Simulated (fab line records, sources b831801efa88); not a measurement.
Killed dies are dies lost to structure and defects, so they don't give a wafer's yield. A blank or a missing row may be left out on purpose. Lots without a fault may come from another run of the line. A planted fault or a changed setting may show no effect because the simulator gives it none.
Chamber matching | flow sky130 | SKY_FIELD_ISO_ETCH_14 on rie_diel-04: 4 sister chambers
The step etches BARC in N2/H2, stops on SiO2, time 45.9 s, target depth 60 nm. 14 wafers are shown with their chamber, then 7 later ones without.

WAFERS WITH THEIR CHAMBER
wafer  | chamber | run_length_s (s) | oes_product_au (a.u.) | throttle_valve_pct (%)
L343.1 | 3       | 73.9             | 0.862                 | 13.216
L343.4 | 1       | 74.5             | 0.852                 | 13.235
L343.5 | 1       | 74.7             | 0.856                 | 13.232
L344.2 | 3       | 74.4             | 0.858                 | 13.231
L344.5 | 1       | 74.8             | 0.858                 | 13.217
L344.6 | 2       | 74.2             | 0.855                 | 13.235
L348.3 | 2       | 74.4             | 0.857                 | 13.237
L348.5 | 2       | 74.4             | 0.858                 | 13.221
L348.6 | 1       | 74.6             | 0.854                 | 13.229
L352.1 | 0       | 75.1             | 0.854                 | 13.224
L352.2 | 1       | 74.4             | 0.851                 | 13.216
L352.4 | 3       | 74.3             | 0.857                 | 13.224
L356.2 | 2       | 74.8             | 0.852                 | 13.227
L356.3 | 0       | 74.6             | 0.851                 | 13.239

SIGNATURES (means of the wafers above)
reading            | chamber 0 | chamber 1 | chamber 2 | chamber 3 | scatter within a chamber
run_length_s       | 74.850    | 74.600    | 74.450    | 74.200    | 0.236
oes_product_au     | 0.85250   | 0.85420   | 0.85550   | 0.85900   | 0.00269
throttle_valve_pct | 13.23150  | 13.22580  | 13.23000  | 13.22367  | 0.00834
Rule: a wafer's distance from a chamber is the root of the sum, over the readings, of the square of ((its reading less the chamber's mean) divided by the reading's scatter). The wafer belongs to the nearest chamber; if the next one is less than 2 further off, it can't be placed. The scatter: the root of (the sum of the squares of (reading less its chamber's mean) over the shown wafers, divided by (wafers less chambers)).

WAFERS WITHOUT THEIR CHAMBER
wafer  | run_length_s (s) | oes_product_au (a.u.) | throttle_valve_pct (%)
L356.5 | 74.4             | 0.854                 | 13.207
L362.1 | 74.1             | 0.857                 | 13.209
L362.2 | 74.7             | 0.848                 | 13.232
L362.3 | 74.4             | 0.859                 | 13.209
L363.1 | 74.8             | 0.852                 | 13.228
L363.4 | 74.4             | 0.854                 | 13.223
L363.5 | 74.3             | 0.853                 | 13.218

WHICH CHAMBER EACH WENT THROUGH
wafer  | from the rows above               | in truth
L356.5 | can't be placed: 1 or 2 or 3 or 0 | 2
L362.1 | can't be placed: 3 or 2 or 1      | 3
L362.2 | can't be placed: 0 or 1 or 2      | 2
L362.3 | can't be placed: 3 or 1 or 2      | 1
L363.1 | can't be placed: 0 or 1 or 2      | 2
L363.4 | can't be placed: 1 or 2 or 3 or 0 | 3
L363.5 | can't be placed: 1 or 2 or 3 or 0 | 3
Placed correctly: 0 of 7. Can't be placed from these rows: 7 (the true chamber is among the candidates in 7). Placed wrongly: 0.
